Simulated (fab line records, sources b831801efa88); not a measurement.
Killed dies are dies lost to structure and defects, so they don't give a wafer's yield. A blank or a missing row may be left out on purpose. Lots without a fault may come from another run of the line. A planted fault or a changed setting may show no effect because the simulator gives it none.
Which tool did it? | flow sky130 | 12 lots, 36 wafers sampled, at 4 steps of a route of 708

WHAT THE GAUGES READ, wafer by wafer
SKY_DNWELL_TW_MEAS_09.
lot  | measured    | on            | DNWELL_TW
L586 | day 3 15:00 | film_metro-04 | 1123 1119 1125
L591 | day 4 22:08 | film_metro-02 | 1095 1096 1096
L592 | day 4 22:09 | film_metro-04 | 1108 1111 1111
L593 | day 5 03:18 | film_metro-02 | 1106 1098 1101
L594 | day 5 10:25 | film_metro-04 | 1124 1127 1125
L595 | day 5 14:32 | film_metro-02 | 1091 1091 1097
L596 | day 5 20:07 | film_metro-04 | 1119 1117 1118
L597 | day 6 02:40 | film_metro-04 | 1115 1112 1109
L604 | day 7 15:04 | film_metro-04 | 1116 1112 1116
L605 | day 7 20:07 | film_metro-03 | 1117 1110 1113
L606 | day 8 02:28 | film_metro-03 | 1111 1115 1109
L607 | day 8 08:20 | film_metro-04 | 1124 1129 1130

SKY_SONOS_ONO_THK_MEAS_05.
lot  | measured     | on            | SONOS_ONO_CVD_04_THK (nm)
L586 | day 12 09:07 | film_metro-03 | 5.75 5.75 5.78
L591 | day 14 06:07 | film_metro-01 | 5.76 5.77 5.85
L592 | day 14 07:21 | film_metro-02 | 5.73 5.70 5.86
L593 | day 14 14:07 | film_metro-01 | 5.63 5.71 5.65
L594 | day 15 05:25 | film_metro-01 | 5.52 5.54 5.53
L595 | day 15 09:37 | film_metro-02 | 6.69 6.63 6.86 6.70 6.66 6.86
L596 | day 15 20:58 | film_metro-01 | 6.75 6.87 6.62 6.85 6.89 6.65
L597 | day 16 04:10 | film_metro-03 | 6.71 6.78 6.70 6.72 6.71 6.75
L604 | day 18 10:28 | film_metro-01 | 5.50 5.71 5.58
L605 | day 18 15:52 | film_metro-03 | 5.77 5.76 5.83
L606 | day 19 02:21 | film_metro-02 | 5.65 5.65 5.63
L607 | day 19 08:23 | film_metro-01 | 5.64 5.94 5.87

SKY_CONTACT_THK_MEAS_03.
lot  | measured     | on            | CONTACT_HDPCVD_THK (nm)
L586 | day 31 02:44 | film_metro-03 | 567 571 564
L591 | day 33 02:34 | film_metro-01 | 559 566 561
L592 | day 33 03:40 | film_metro-02 | 569 562 568
L593 | day 33 09:47 | film_metro-03 | 567 554 563
L594 | day 34 04:29 | film_metro-01 | 565 568 573
L595 | day 34 05:58 | film_metro-01 | 562 572 579
L596 | day 34 15:15 | film_metro-03 | 575 561 573
L597 | day 35 01:50 | film_metro-03 | 568 567 556
L604 | day 36 19:13 | film_metro-03 | 563 561 562
L605 | day 37 05:24 | film_metro-01 | 573 555 578
L606 | day 37 12:16 | film_metro-03 | 554 548 561
L607 | day 37 21:43 | film_metro-03 | 558 557 563

WHICH TOOL RAN EACH LOT (tool, then ch and the chambers of the sampled wafers, then the start)
lot  | SKY_SONOS_ONO_CVD_04
L586 | lpcvd-03 ch 1, day 12 07:50
L591 | lpcvd-03 ch 0, day 14 04:51
L592 | lpcvd-03 ch 0, day 14 06:06
L593 | lpcvd-03 ch 0, day 14 12:52
L594 | lpcvd-03 ch 0, day 15 04:10
L595 | lpcvd-03 ch 0, day 15 08:21
L596 | lpcvd-03 ch 0, day 15 19:43
L597 | lpcvd-03 ch 0, day 16 02:55
L604 | lpcvd-03 ch 0, day 18 09:12
L605 | lpcvd-03 ch 1, day 18 14:36
L606 | lpcvd-03 ch 1, day 19 01:05
L607 | lpcvd-03 ch 0, day 19 06:29
- SKY_SONOS_ONO_CVD_04: deposits SiO2 from SiH4/N2O, target thk 5.7199 nm.

WHAT THE TOOLS THEMSELVES READ (means of the sampled wafers that have a number; where no wafer has one, the mark that the record gives instead)
SKY_SONOS_ONO_CVD_04.
lot  | tool     | spike_tc_bottom_C (C) | spike_tc_centre_C (C) | spike_tc_lower_C (C) | spike_tc_top_C (C) | spike_tc_upper_C (C) | susceptor_temp_C (C)
L586 | lpcvd-03 | 922.2                 | 899.1                 | 899.5                | 913.0              | 897.4                | 899.5
L591 | lpcvd-03 | 920.3                 | 898.7                 | 899.1                | 907.7              | 899.6                | 900.0
L592 | lpcvd-03 | 922.4                 | 899.1                 | 898.2                | 908.2              | 898.0                | 900.0
L593 | lpcvd-03 | 920.8                 | 900.0                 | 899.7                | 907.6              | 899.0                | 899.9
L594 | lpcvd-03 | 920.5                 | 898.3                 | 898.1                | 906.6              | 899.2                | 900.3
L595 | lpcvd-03 | 931.4                 | 909.9                 | 908.8                | 918.9              | 909.0                | 909.9
L596 | lpcvd-03 | 931.8                 | 909.6                 | 909.6                | 919.4              | 908.6                | 910.2
L597 | lpcvd-03 | 931.8                 | 909.8                 | 909.3                | 917.5              | 909.5                | 910.0
L604 | lpcvd-03 | 921.4                 | 899.0                 | 899.7                | 907.9              | 898.5                | 899.8
L605 | lpcvd-03 | 921.5                 | 899.0                 | 900.3                | 911.2              | 898.3                | 900.1
L606 | lpcvd-03 | 921.8                 | 898.8                 | 900.7                | 912.2              | 898.9                | 899.8
L607 | lpcvd-03 | 922.0                 | 899.4                 | 898.6                | 908.5              | 899.6                | 899.9

THE ANSWER, worked out from the rows above alone
Rule: what is usual is taken from the lots themselves. Put in order of their means at a reading, lots are off if they are a third of the lots or fewer, leave a main group of 4 or more, and stand apart from it by a gap of 3 or more times the standard deviation of the main group's means; of several such gaps the widest counts. A main group whose means are all the same, to the digits that the tables above print for the reading, isn't used. A lot without any number at a reading at which 4 lots or more have one is off too. The other lots that the step has rows for count as sound. The gauges are gone through in route order, then the tools' own readings, and for those a lot's mean is taken as printed above. The first step at which some lot is off is used, and at that step the reading that is off furthest; a lot without a number counts as furthest.
Off: L595, L596, L597, at SKY_SONOS_ONO_THK_MEAS_05 (SONOS_ONO_CVD_04_THK). The main group: mean 5.71 nm, standard deviation 0.095.
A tool fits if, at a process step before that reading, it ran every lot that is off, and no sound lot after the first of them. The gauges at SKY_SONOS_ONO_THK_MEAS_05 aren't tried: what is off there is off at SKY_SONOS_ONO_CVD_04 too, on other tools, and a gauge's error can't cause that. None of those tried fits.

WHAT THE SIMULATOR HAD PUT IN
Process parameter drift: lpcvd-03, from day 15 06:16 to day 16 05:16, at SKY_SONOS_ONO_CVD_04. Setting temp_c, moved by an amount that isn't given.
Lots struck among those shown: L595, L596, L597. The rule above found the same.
